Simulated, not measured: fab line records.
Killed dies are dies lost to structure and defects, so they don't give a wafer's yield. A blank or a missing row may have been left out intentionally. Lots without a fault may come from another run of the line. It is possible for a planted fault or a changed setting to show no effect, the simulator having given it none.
fab line records -- flow sfqLine
record: lots: 7, wafers: 21, lastDay: 73
route steps=325 shown C5@250 M6@251 I6@266
lots untouched by any fault: they come from a run of this same line in which no faults occurred
startH: the number of hours between the record's first day and the start of the first shown wafer of the lot -- waitH: hours elapsed since this lot's preceding step -- " repeats the value in the row above -- L1.1+2: one row covering several wafers at once -- - either no value or no given start -- * or withheld: withheld -- < > ~ a bound
route shown NAME@n: a module of which the file shows steps, and the number in the route of the first -- usual: mean and standard deviation over wafers with no fault -- same: alike in all rows -- chamber/n: place in a boat -- sites: each site's reading -- _std_site: how widely they spread, as a standard deviation -- _edge_site: mean of outer sites minus mean of inner sites -- radiusMm: how far each site lies from the wafer's centre -- mask NAME#n: copy n -- behind: the tool/chamber that last shaped the wafer -- hold: the reason the lot was held/the length of the hold in hours/how it ended -- device: whichever transistor did not switch (one of n, p or np) -- end of line: tests of these same wafers at the route's end -- step lacking rows: just its recipe -- killed: not the wafer's yield, but the dies lost to structure and defects at the first sort -- map: dies across one wafer; x = killed, . = not, _ = none there
set.NAME: the setting that was run; set.NAME@STEP: the one run at that earlier step -- model.NAME: the simulator's own value behind a step, which no gauge read
lots at some steps of the route; a table a step, a row a wafer
services: a tool's chamber out of use, with start hour (startH, from the record's first day; less than 0 if before it), hours out, and reason
== steps ==
step: SFQ_TRILAYER_C5_STRIP_SOLV_CLEAN_156
recipe: chemistry: NMP, tempC: 70, timeS: 600
step: SFQ_TRILAYER_M6_DEP_PRE_CLEAN_158
recipe: gas: Ar, timeS: 22.5, biasV: 250
step: SFQ_TRILAYER_M6_DEP_SPUTTER_157
recipe: material: Nb, basePressurePa: 1.33e-06, chamberPressurePa: 0.1333, substrateTempC: 20, targetThkNm: 200, powerW: 2000, timeS: 133.3
usual: substrateTempC: 19.98/0.12, throttleValvePct: 30.4/1
lot.wafer,tool,chamber,startH,waitH,substrateTempC,throttleValvePct
L351.1,pvdSputter-05,-,1250.94,0.0,19.88,30.9
L351.2,pvdSputter-05,-,1250.94,0.0,20.30,29.8
L351.6,pvdSputter-05,-,1250.94,0.0,20.03,31.2
L360.2,pvdSputter-05,-,1336.06,0.0,19.97,30.6
L360.4,pvdSputter-05,-,1336.06,0.0,20.14,29.9
L360.5,pvdSputter-05,-,1336.06,0.0,20.03,31.1
L361.2,pvdSputter-06,-,1413.29,0.0,19.93,31.4
L361.3,pvdSputter-06,-,1413.29,0.0,20.08,32.5
L361.4,pvdSputter-06,-,1413.29,0.0,19.86,31.0
L362.2,pvdSputter-03,-,1414.46,0.0,20.30,28.6
L362.3,pvdSputter-03,-,1414.46,0.0,20.16,29.3
L362.6,pvdSputter-03,-,1414.46,0.0,20.05,29.8
L363.4,pvdSputter-06,-,1421.66,0.0,19.78,32.6
L363.5,pvdSputter-06,-,1421.66,0.0,19.96,32.4
L363.6,pvdSputter-06,-,1421.66,0.0,19.87,31.2
L365.1,pvdSputter-03,-,1424.06,0.0,20.04,29.2
L365.3,pvdSputter-03,-,1424.06,0.0,19.96,29.9
L365.6,pvdSputter-03,-,1424.06,0.0,19.79,29.0
L367.1,pvdSputter-03,-,1427.21,0.0,19.83,29.9
L367.3,pvdSputter-03,-,1427.21,0.0,20.01,28.7
L367.4,pvdSputter-03,-,1427.21,0.0,19.85,29.1
step: SFQ_M6_RS_MEAS_938
recipe: thkMeasGauge: four-point-probe, reads: Nb_of_TRILAYER_M6_DEP_SPUTTER_157
usual: M6_NB_RS: 0.893/0.0097
lot.wafer,tool,chamber,startH,waitH,M6_NB_RS[ohm/sq]
L351.1,filmMetro-03,-,1251.03,0.0,0.896
L351.2,filmMetro-03,-,1251.03,0.0,0.877
L351.6,filmMetro-03,-,1251.03,0.0,0.892
L360.2,filmMetro-04,-,1336.17,0.1,0.897
L360.4,filmMetro-04,-,1336.17,0.1,0.897
L360.5,filmMetro-04,-,1336.17,0.1,0.903
L361.2,filmMetro-04,-,1413.40,0.1,0.903
L361.3,filmMetro-04,-,1413.40,0.1,0.909
L361.4,filmMetro-04,-,1413.40,0.1,0.899
L362.2,filmMetro-02,-,1414.57,0.1,0.891
L362.3,filmMetro-02,-,1414.57,0.1,0.908
L362.6,filmMetro-02,-,1414.57,0.1,0.901
L363.4,filmMetro-04,-,1421.81,0.1,0.900
L363.5,filmMetro-04,-,1421.81,0.1,0.897
L363.6,filmMetro-04,-,1421.81,0.1,0.899
L365.1,filmMetro-02,-,1424.15,0.0,0.897
L365.3,filmMetro-02,-,1424.15,0.0,0.895
L365.6,filmMetro-02,-,1424.15,0.0,0.897
L367.1,filmMetro-04,-,1427.30,0.0,0.906
L367.3,filmMetro-04,-,1427.30,0.0,0.896
L367.4,filmMetro-04,-,1427.30,0.0,0.910
step: SFQ_TRILAYER_M6_LITHO_COAT_164
recipe: resist: BARC, spinRpm: 3000, resistThkNm: 62
step: SFQ_TRILAYER_M6_LITHO_COAT_159
recipe: resist: KrF, spinRpm: 3000, resistThkNm: 600
step: SFQ_TRILAYER_M6_LITHO_SOFTBAKE_163
recipe: tempC: withheld, timeS: withheld, resist: KrF
step: SFQ_TRILAYER_M6_LITHO_EXPOSE_160
recipe: maskId: M6, na: 0.6, sourceShape: conventional, sigmaOuter: 0.65, targetCdNm: 500, doseMj: 14.4
step: SFQ_TRILAYER_M6_LITHO_PEB_162
recipe: pebTempC: 115, pebTimeS: 60, resist: KrF
step: SFQ_TRILAYER_M6_LITHO_DEVELOP_161
recipe: timeS: 60, resist: KrF
step: SFQ_M6_OVL_MEAS_940
usual: M6_OVL: -5/5.7
lot.wafer,tool,chamber,startH,waitH,M6_OVL[nm]
L351.1,overlay-02,-,1254.64,0.1,-8
L351.2,overlay-02,-,1254.64,0.1,-5
L351.6,overlay-02,-,1254.64,0.1,-8
L360.2,overlay-02,-,1338.59,0.1,-2
L360.4,overlay-02,-,1338.59,0.1,1
L360.5,overlay-02,-,1338.59,0.1,-4
L361.2,overlay-01,-,1427.61,0.1,-8
L361.3,overlay-01,-,1427.61,0.1,-7
L361.4,overlay-01,-,1427.61,0.1,-1
L362.2,overlay-01,-,1430.01,0.1,-9
L362.3,overlay-01,-,1430.01,0.1,-8
L362.6,overlay-01,-,1430.01,0.1,-13
L363.4,overlay-01,-,1431.22,0.1,-7
L363.5,overlay-01,-,1431.22,0.1,-6
L363.6,overlay-01,-,1431.22,0.1,-4
L365.1,overlay-01,-,1433.61,0.1,3
L365.3,overlay-01,-,1433.61,0.1,-6
L365.6,overlay-01,-,1433.61,0.1,-6
L367.1,overlay-01,-,1436.01,0.1,-8
L367.3,overlay-01,-,1436.01,0.1,-1
L367.4,overlay-01,-,1436.01,0.1,-9
step: SFQ_TRILAYER_M6_BARC_OPEN_METAL_ETCH_206
recipe: maskMaterial: PR, chemistry: O2, targetDepthNm: 125, target: BARC, icpW: 600, biasW: 80, pressureMtorr: 10, timeS: 41.7
usual: biasW: 80.02/0.25, chamberPressureMTorr: 9.999/0.0087, drypumpMotorCurrentA: 5.85/0.19, oesProductAu: 0.685/0.0048
lot.wafer,tool,chamber,startH,waitH,biasW,chamberPressureMTorr,drypumpMotorCurrentA,oesProductAu,rfHoursCounterH,model.KrF_of_TRILAYER_M6_LITHO_COAT_159.thkNm
L351.1,rieMetal-02,1,1254.68,0.0,80.25,9.993,6.26,0.686,163,521.3
L351.2,rieMetal-02,0,1254.68,0.0,80.14,9.991,5.62,0.691,19,524.6
L351.6,rieMetal-02,1,1254.68,0.0,80.40,9.996,6.25,0.690,-,524.7
L360.2,rieMetal-03,1,1338.62,0.0,-,-,-,-,-,574.7
L360.4,rieMetal-03,0,1338.62,0.0,-,-,-,-,-,575.6
L360.5,rieMetal-03,1,1338.62,0.0,-,-,-,-,-,576
L361.2,rieMetal-01,0,1427.64,0.0,-,-,-,-,-,576.7
L361.3,rieMetal-01,1,1427.64,0.0,-,-,-,-,-,574.9
L361.4,rieMetal-01,0,1427.64,0.0,-,-,-,-,-,575.4
L362.2,rieMetal-01,1,1430.04,0.0,-,-,-,-,-,569.8
L362.3,rieMetal-01,0,1430.04,0.0,-,-,-,-,-,570.4
L362.6,rieMetal-01,1,1430.04,0.0,-,-,-,-,-,569.2
L363.4,rieMetal-02,0,1431.26,0.0,80.18,9.988,5.62,0.684,-,522.7
L363.5,rieMetal-02,0,1431.26,0.0,80.18,9.998,5.62,0.688,-,525
L363.6,rieMetal-02,1,1431.26,0.0,80.14,10.010,6.21,0.688,-,527.2
L365.1,rieMetal-01,1,1433.64,0.0,79.88,9.991,5.85,0.684,44,526.1
L365.3,rieMetal-01,1,1433.64,0.0,79.71,9.985,5.86,0.685,-,524.5
L365.6,rieMetal-01,0,1433.64,0.0,80.27,9.999,5.78,0.680,-,523.5
L367.1,rieMetal-01,1,1436.04,0.0,80.51,10.017,5.85,0.681,45,522.5
L367.3,rieMetal-01,0,1436.04,0.0,79.92,10.011,5.75,0.679,-,526.7
L367.4,rieMetal-01,1,1436.04,0.0,80.28,10.001,5.89,0.679,-,526.4
step: SFQ_TRILAYER_M6_ETCH_METAL_ETCH_162
recipe: target: Nb, stopOn: SiO2, maskMaterial: PR, chemistry: Cl2/Ar, targetDepthNm: 240, icpW: 600, biasW: 80, pressureMtorr: 10, timeS: 120
usual: biasW: 79.98/0.24, chamberPressureMTorr: 9.999/0.0098, drypumpMotorCurrentA: 5.85/0.19, oesProductAu: 0.892/0.0075
lot.wafer,tool,chamber,startH,waitH,biasW,chamberPressureMTorr,drypumpMotorCurrentA,oesProductAu,rfHoursCounterH,model.KrF_of_TRILAYER_M6_LITHO_COAT_159.thkNm
L351.1,rieMetal-02,1,1254.76,0.1,80.31,9.990,6.23,0.894,163,379.2
L351.2,rieMetal-02,0,1254.76,0.1,79.97,9.987,5.59,0.899,19,383.6
L351.6,rieMetal-02,1,1254.76,0.1,79.74,10.004,6.26,0.896,-,381.7
L360.2,rieMetal-03,1,1338.68,0.0,79.86,10.001,5.98,0.382,133,433.3
L360.4,rieMetal-03,0,1338.68,0.0,79.87,10.000,5.87,0.382,-,435.9
L360.5,rieMetal-03,1,1338.68,0.0,80.23,10.000,5.94,0.364,-,435.1
L361.2,rieMetal-01,0,1427.70,0.0,79.80,9.998,5.73,0.382,85,436.4
L361.3,rieMetal-01,1,1427.70,0.0,80.32,10.015,5.84,0.370,-,434.9
L361.4,rieMetal-01,0,1427.70,0.0,79.67,9.997,5.75,0.367,-,435.1
L362.2,rieMetal-01,1,1430.10,0.0,79.77,10.017,5.82,0.376,43,430.6
L362.3,rieMetal-01,0,1430.10,0.0,80.19,10.018,5.76,0.372,-,431.2
L362.6,rieMetal-01,1,1430.10,0.0,79.67,10.015,5.83,0.381,-,430.8
L363.4,rieMetal-02,0,1431.34,0.1,80.04,10.013,5.62,0.887,-,383.8
L363.5,rieMetal-02,0,1431.34,0.1,79.73,9.998,5.61,0.888,-,386.6
L363.6,rieMetal-02,1,1431.34,0.1,79.78,9.997,6.22,0.891,-,389.5
L365.1,rieMetal-01,1,1433.70,0.0,80.18,9.991,5.84,0.893,44,387.4
L365.3,rieMetal-01,1,1433.70,0.0,80.26,9.995,5.87,0.889,-,384.5
L365.6,rieMetal-01,0,1433.70,0.0,80.14,10.001,5.75,0.891,-,384.5
L367.1,rieMetal-01,1,1436.10,0.0,80.30,9.992,5.85,0.886,45,383.8
L367.3,rieMetal-01,0,1436.10,0.0,79.73,10.016,5.75,0.890,-,388
L367.4,rieMetal-01,1,1436.10,0.0,79.79,9.981,5.84,0.887,-,387.4
step: SFQ_TRILAYER_M6_STRIP_STRIP_163
recipe: gas: O2, powerW: 200, platenTempC: 40, overashFraction: 0.65, chemistry: O2, pressureMtorr: 50
usual: drypumpMotorCurrentA: 5.85/0.19, oesProductAu: 0.995/0.0084, platenTempC: 40.02/0.11
lot.wafer,tool,chamber,startH,waitH,drypumpMotorCurrentA,oesProductAu,platenTempC,rfHoursCounterH
L351.1,rieMetal-02,1,1254.92,0.1,6.20,1.003,40.24,163
L351.2,rieMetal-02,0,1254.92,0.1,5.62,0.999,40.15,19
L351.6,rieMetal-02,1,1254.92,0.1,6.28,0.998,40.12,-
L360.2,rieMetal-03,1,1338.80,0.1,5.95,0.992,39.91,133
L360.4,rieMetal-03,0,1338.80,0.1,5.83,0.998,39.82,-
L360.5,rieMetal-03,1,1338.80,0.1,5.93,1.004,40.26,-
L361.2,rieMetal-01,0,1427.83,0.1,5.76,0.990,40.04,85
L361.3,rieMetal-01,1,1427.83,0.1,5.88,1.005,39.92,-
L361.4,rieMetal-01,0,1427.83,0.1,5.76,0.994,40.08,-
L362.2,rieMetal-01,1,1430.23,0.1,5.85,0.997,39.96,43
L362.3,rieMetal-01,0,1430.23,0.1,5.74,0.995,40.11,-
L362.6,rieMetal-01,1,1430.23,0.1,5.85,0.993,40.14,-
L363.4,rieMetal-02,0,1431.63,0.2,5.64,0.990,40.03,-
L363.5,rieMetal-02,0,1431.63,0.2,5.64,0.988,39.96,-
L363.6,rieMetal-02,1,1431.63,0.2,6.25,0.992,39.92,-
L365.1,rieMetal-01,1,1433.83,0.1,5.85,0.996,40.06,44
L365.3,rieMetal-01,1,1433.83,0.1,5.86,0.977,39.93,-
L365.6,rieMetal-01,0,1433.83,0.1,5.78,1.001,39.89,-
L367.1,rieMetal-01,1,1436.23,0.1,5.88,0.989,39.93,45
L367.3,rieMetal-01,0,1436.23,0.1,5.75,0.994,39.99,-
L367.4,rieMetal-01,1,1436.23,0.1,5.83,0.986,40.08,-
step: SFQ_TRILAYER_M6_STRIP_SOLV_CLEAN_164
recipe: chemistry: NMP, tempC: 70, timeS: 600
step: SFQ_TRILAYER_I6_DEP_PECVD_165
recipe: material: SiO2, tempC: 150, timeS: 111.11, pressureTorr: 2.4, rfW: 183.3, precursor: SiH4/N2O, targetThkNm: 500
usual: heaterPowerW: 93/18, throttleValvePct: 25.3/1.4
lot.wafer,tool,chamber,startH,waitH,heaterPowerW,throttleValvePct
L351.1,pecvd-02,0,1255.90,0.0,99,26.1
L351.2,pecvd-02,1,1255.90,0.0,78,25.2
L351.6,pecvd-02,0,1255.90,0.0,103,26.0
L360.2,pecvd-03,0,1339.58,0.0,98,23.7
L360.4,pecvd-03,2,1339.58,0.0,100,24.9
L360.5,pecvd-03,1,1339.58,0.0,75,26.5
L361.2,pecvd-02,2,1428.60,0.0,126,25.0
L361.3,pecvd-02,1,1428.60,0.0,83,25.6
L361.4,pecvd-02,1,1428.60,0.0,85,25.6
L362.2,pecvd-03,2,1431.00,0.0,96,25.2
L362.3,pecvd-03,1,1431.00,0.0,76,26.6
L362.6,pecvd-03,2,1431.00,0.0,98,24.9
L363.4,pecvd-04,1,1432.24,0.0,83,23.8
L363.5,pecvd-04,2,1432.24,0.0,67,22.2
L363.6,pecvd-04,0,1432.24,0.0,80,23.2
L365.1,pecvd-02,1,1434.60,0.0,81,25.6
L365.3,pecvd-02,0,1434.60,0.0,106,27.4
L365.6,pecvd-02,1,1434.60,0.0,89,25.7
L367.1,pecvd-02,0,1437.00,0.0,104,27.3
L367.3,pecvd-02,2,1437.00,0.0,127,24.9
L367.4,pecvd-02,0,1437.00,0.0,87,27.6
step: SFQ_TRILAYER_I6_CMP_CMP_166
recipe: material: SiO2, downForcePsi: 3, platenRpm: 60, padVelocityMS: 0.94248
usual: motorCurrentA: 10.5/0.89, slurryFlowMlMin: 150.0/0.45, timeToEndpointS: 219/7.8
lot.wafer,tool,chamber,startH,waitH,motorCurrentA,slurryFlowMlMin,timeToEndpointS
L351.2,cmp-01,2,1258.02,2.1,9.5,150.8,225
L351.1,cmp-01,0,1259.02,3.1,10.3,150.1,218
L351.6,cmp-01,2,1260.02,4.0,9.2,150.5,230
L360.2,cmp-02,3,1340.65,1.0,9.7,149.3,204
L360.4,cmp-02,0,1340.65,1.0,11.1,150.1,214
L360.5,cmp-02,1,1340.65,1.0,10.7,149.9,210
L361.2,cmp-01,1,1428.68,0.0,10.0,149.7,214
L361.3,cmp-01,2,1428.68,0.0,9.8,149.9,205
L361.4,cmp-01,0,1430.18,1.5,11.3,150.3,211
L362.2,cmp-02,3,1435.09,4.0,9.1,150.5,215
L362.3,cmp-02,2,1436.59,5.5,11.0,150.1,223
L362.6,cmp-02,0,1437.59,6.5,11.0,150.4,220
L363.4,cmp-01,3,1435.68,3.4,12.9,150.1,220
L363.5,cmp-01,3,1437.68,5.4,12.6,149.9,224
L363.6,cmp-01,0,1437.68,5.4,11.5,149.9,215
L365.3,cmp-02,0,1442.09,7.4,11.3,149.9,212
L365.1,cmp-02,1,1442.09,7.4,9.7,150.8,207
L365.6,cmp-02,3,1443.59,8.9,8.9,150.6,213
L367.3,cmp-01,0,1444.68,7.6,10.5,149.9,201
L367.4,cmp-01,2,1445.68,8.6,9.4,149.8,213
L367.1,cmp-01,3,1445.68,8.6,12.6,150.7,211
step: SFQ_I6_BOW_MEAS_941
recipe: mode: bow
usual: I6_BOW: 9/9.8
lot.wafer,tool,chamber,startH,waitH,I6_BOW[um]
L351.1,filmMetro-04,-,1260.52,1.0,15
L351.2,filmMetro-04,-,1260.52,1.0,17
L351.6,filmMetro-04,-,1260.52,1.0,15
L360.2,filmMetro-04,-,1342.67,1.5,1
L360.4,filmMetro-04,-,1342.67,1.5,5
L360.5,filmMetro-04,-,1342.67,1.5,-4
L361.2,filmMetro-04,-,1431.70,2.5,14
L361.3,filmMetro-04,-,1431.70,2.5,12
L361.4,filmMetro-04,-,1431.70,2.5,7
L362.2,filmMetro-02,-,1438.11,2.5,16
L362.3,filmMetro-02,-,1438.11,2.5,12
L362.6,filmMetro-02,-,1438.11,2.5,10
L363.4,filmMetro-04,-,1438.74,2.6,6
L363.5,filmMetro-04,-,1438.74,2.6,5
L363.6,filmMetro-04,-,1438.74,2.6,2
L365.1,filmMetro-01,-,1444.09,1.0,20
L365.3,filmMetro-01,-,1444.09,1.0,19
L365.6,filmMetro-01,-,1444.09,1.0,15
L367.1,filmMetro-04,-,1447.68,1.0,10
L367.3,filmMetro-04,-,1447.68,1.0,14
L367.4,filmMetro-04,-,1447.68,1.0,17
step: SFQ_TRILAYER_I6_METRO_MEASURE_167
usual: thkNm: 200.7/1.1
lot.wafer,tool,chamber,startH,waitH,thkNm
L351.1,filmMetro-04,-,1260.64,0.1,202.0
L351.2,filmMetro-04,-,1260.64,0.1,202.6
L351.6,filmMetro-04,-,1260.64,0.1,201.3
L360.2,filmMetro-04,-,1342.97,0.3,199.8
L360.4,filmMetro-04,-,1342.97,0.3,200.1
L360.5,filmMetro-04,-,1342.97,0.3,200.3
L361.2,filmMetro-04,-,1432.00,0.3,199.7
L361.3,filmMetro-04,-,1432.00,0.3,198.7
L361.4,filmMetro-04,-,1432.00,0.3,200.0
L362.2,filmMetro-02,-,1438.41,0.3,200.9
L362.3,filmMetro-02,-,1438.41,0.3,201.0
L362.6,filmMetro-02,-,1438.41,0.3,202.4
L363.4,filmMetro-04,-,1439.40,0.6,200.4
L363.5,filmMetro-04,-,1439.40,0.6,199.1
L363.6,filmMetro-04,-,1439.40,0.6,199.1
L365.1,filmMetro-01,-,1444.21,0.1,200.1
L365.3,filmMetro-01,-,1444.21,0.1,200.7
L365.6,filmMetro-01,-,1444.21,0.1,200.6
L367.1,filmMetro-04,-,1447.80,0.1,199.9
L367.3,filmMetro-04,-,1447.80,0.1,200.3
L367.4,filmMetro-04,-,1447.80,0.1,199.2
step: SFQ_TRILAYER_I6_VIA_LITHO_COAT_174
recipe: resist: BARC, spinRpm: 3000, resistThkNm: 62
step: SFQ_TRILAYER_I6_VIA_LITHO_COAT_169
recipe: resist: KrF, spinRpm: 3000, resistThkNm: 650
step: SFQ_TRILAYER_I6_VIA_LITHO_SOFTBAKE_173
recipe: tempC: withheld, timeS: withheld, resist: KrF
step: SFQ_TRILAYER_I6_VIA_LITHO_EXPOSE_170
recipe: maskId: I6, na: 0.6, sourceShape: conventional, sigmaOuter: 0.65, targetCdNm: 700, doseMj: 21.3
usual: exposureDoseMJCm2: 21.298/0.02, focusOffsetNm: 0.0/0.48
lot.wafer,tool,chamber,startH,waitH,mask,exposureDoseMJCm2,focusOffsetNm
L351.1,krfScanner-01,0,1389.68,-,I6#0,21.314,0.2
L351.2,krfScanner-01,0,1389.68,-,I6#0,21.294,0.2
L351.6,krfScanner-01,0,1389.68,-,I6#0,21.290,0.7
L360.2,krfScanner-01,-,1463.73,-,I6#0,-,-
L360.4,krfScanner-01,-,1463.73,-,I6#0,-,-
L360.5,krfScanner-01,-,1463.73,-,I6#0,-,-
L361.2,krfScanner-02,-,1465.75,-,I6#0,-,-
L361.3,krfScanner-02,-,1465.75,-,I6#0,-,-
L361.4,krfScanner-02,-,1465.75,-,I6#0,-,-
L362.2,krfScanner-02,-,1466.95,-,I6#0,-,-
L362.3,krfScanner-02,-,1466.95,-,I6#0,-,-
L362.6,krfScanner-02,-,1466.95,-,I6#0,-,-
L363.4,krfScanner-02,0,1468.55,-,I6#0,21.288,0.3
L363.5,krfScanner-02,0,1468.55,-,I6#0,21.324,0.0
L363.6,krfScanner-02,0,1468.55,-,I6#0,21.307,0.5
L365.1,krfScanner-02,0,1470.35,-,I6#0,21.272,0.2
L365.3,krfScanner-02,0,1470.35,-,I6#0,21.292,0.1
L365.6,krfScanner-02,0,1470.35,-,I6#0,21.241,-0.6
L367.1,krfScanner-02,0,1472.75,-,I6#0,21.311,0.7
L367.3,krfScanner-02,0,1472.75,-,I6#0,21.307,0.0
L367.4,krfScanner-02,0,1472.75,-,I6#0,21.322,0.3
step: SFQ_TRILAYER_I6_VIA_LITHO_PEB_172
recipe: pebTempC: 115, pebTimeS: 60, resist: KrF
== services ==
tool,chamber,startH,hours,kind
cmp-01,-,1235.65,0.5,repair
krfScanner-02,-,1237.34,1.0,pm
pecvd-02,-,1240.76,14.6,pm
cmp-02,-,1241.74,1.9,repair
filmMetro-04,-,1241.81,0.4,pm
krfScanner-02,-,1248.39,3.6,pm
krfScanner-02,-,1254.34,0.8,pm
cmp-02,-,1261.28,4.0,pm
krfScanner-02,-,1274.96,1.3,pm
filmMetro-04,-,1289.78,1.0,pm
cmp-01,-,1308.88,10.0,pm
krfScanner-02,-,1337.83,72.0,pm
cmp-01,-,1343.23,2.9,repair
cmp-02,-,1365.38,1.2,repair
cmp-01,-,1391.25,1.7,repair
krfScanner-02,-,1409.83,1.0,pm
cmp-01,-,1413.44,0.3,repair
filmMetro-04,-,1420.57,0.7,pm
cmp-01,-,1421.20,4.5,pm
cmp-01,-,1431.68,4.0,pm
rieMetal-02,1,1434.59,2.9,repair
filmMetro-04,-,1444.14,2.2,pm
krfScanner-02,-,1450.21,1.3,pm
cmp-01,-,1467.92,5.3,pm
== key ==
firstSign: step: SFQ_TRILAYER_M6_BARC_OPEN_METAL_ETCH_206, reading: toolRecord, direction: missing
effect: step: SFQ_TRILAYER_M6_ETCH_METAL_ETCH_162, reading: oesProductAu, direction: down, sigmas: 69, usual: 0.892, struck: 0.375
effect: step: SFQ_TRILAYER_I6_VIA_LITHO_EXPOSE_170, reading: toolRecord, direction: missing
modelEffect: step: SFQ_TRILAYER_M6_BARC_OPEN_METAL_ETCH_206, value: KrF_of_TRILAYER_M6_LITHO_COAT_159.thkNm, without: 522.3, struck: 573.7
modelEffect: step: SFQ_TRILAYER_M6_ETCH_METAL_ETCH_162, value: KrF_of_TRILAYER_M6_LITHO_COAT_159.thkNm, without: 382.3, struck: 433.7
metAt SFQ_TRILAYER_M6_BARC_OPEN_METAL_ETCH_206
struckWafers L360.2,L360.4,L360.5,L361.2,L361.3,L361.4,L362.2,L362.3,L362.6
fault: kind: skippedStepWhole, tool: rieMetal-01,rieMetal-03, chamber: -, onsetH: 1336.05, steps: SFQ_TRILAYER_M6_BARC_OPEN_METAL_ETCH_206, scope: struckLotsOnly
